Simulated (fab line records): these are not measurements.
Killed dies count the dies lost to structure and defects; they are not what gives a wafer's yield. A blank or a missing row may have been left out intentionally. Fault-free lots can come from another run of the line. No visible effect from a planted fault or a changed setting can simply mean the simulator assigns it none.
8D (eight disciplines) problem report, filled in by code + flow sky130 + the parts of the form that need people (team, actions taken, sign-off) are left out

== 1. WHAT IS WRONG ==
At SKY_PAD_OPEN_PROBE_99, killed-at-other averages 46.7 over 6 wafers from 2 lots, while fault-free wafers read 0.2, standard deviation 0.43. So: +99 or more standard deviations from the usual mean.
First seen on wafer L983.3, day 50 03:27, on prober-01. Wafers with a number at this step in the record: 12, from 4 lots. Rule for "out", or "out of limits": more than 4 standard deviations from the usual mean. The rest of the wafers with a number are treated as sound.

== 2. WHAT IT IS; WHAT IT IS NOT ==
| question                    | is                     | is not                                                                   |
|-----------------------------|------------------------|--------------------------------------------------------------------------|
| which readings at this step | killed-at-other        | killed_at_M0_to_M3, killed-at-contacts, killed-open, killed-short        |
| which lots                  | L983, L984             | L985, L986                                                               |
| which wafers of those lots  | all that have a number | -                                                                        |
| read on which tools         | prober-01, prober-02   | -                                                                        |
| when                        | from day 50 03:27      | up to then (0 sound wafers); but 6 sound wafers of L985, L986 came after |

== 3. SUSPECTS, AND WHAT RULES EACH OUT ==
Counting: a tool stays on the suspect list if, at a process step up to the reading, it processed all lots that are out and no sound lot following the first of them.
- pecvd-04 at SKY_CAP2M_CVD_00 (deposits SiO2, target thk 15.5 nm): kept. It ran every lot that is out, first L983 (day 44 23:28), and no sound lot after that.
The count leaves pecvd-04 at SKY_CAP2M_CVD_00.

== 4. THE CAUSE (what the simulator had put in) ==
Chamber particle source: pecvd-04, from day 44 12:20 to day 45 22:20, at SKY_CAP2M_CVD_00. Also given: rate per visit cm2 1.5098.
Only this tool survived the counting.

== 5. THE EFFECT CHAIN, in route order ==
Each row: a reading whose mean over the struck wafers that have a number lies more than 3 standard deviations from the usual. Scope: only readings with a usual standard deviation given in the record; hours: median across lots of the time from each lot's start at the first step in this table that gives one to its start at this step; sigmas: change in usual standard deviations.
| hours | step                  | reading              | usual  | on struck wafers | change | sigmas      |
|-------|-----------------------|----------------------|--------|------------------|--------|-------------|
| 0     | SKY_PAD_OPEN_PROBE_99 | defect-limited-yield | 82.3 % | 74.1             | -8.2   | -4.3        |
| 0     | SKY_PAD_OPEN_PROBE_99 | killed-at-other      | 0.2    | 46.7             | +46.5  | +99 or more |
| 0     | SKY_PAD_OPEN_PROBE_99 | killed-dies          | 87     | 128              | +40    | +4.2        |
| 0     | SKY_PAD_OPEN_PROBE_99 | sort_bin_3_pad_short | 0.9 %  | 3.6              | +2.7   | +6.0        |
| 0     | SKY_PAD_OPEN_PROBE_99 | sort-n-pass          | 405    | 364              | -40    | -4.2        |
| 0     | SKY_PAD_OPEN_PROBE_99 | sort-yield-pct       | 82.3 % | 74.1             | -8.2   | -4.3        |
It contains these process steps:
- SKY_PAD_OPEN_PROBE_99

== 6. WHAT WOULD HAVE CAUGHT IT SOONER ==
In this record the first reading out of limits was taken at day 50 03:27, 135 hours after the fault began at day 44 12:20.
No tool reading at SKY_CAP2M_CVD_00 that has a usual standard deviation in the record was out on any struck wafer, so an alarm limit of 4 standard deviations on those readings would not have fired.
The start of SKY_CAP2M_CVD_00 on pecvd-04 came by day 50 03:27 for every one of the lots that are out (2). None of them would have been spared by holding the tool at that moment.
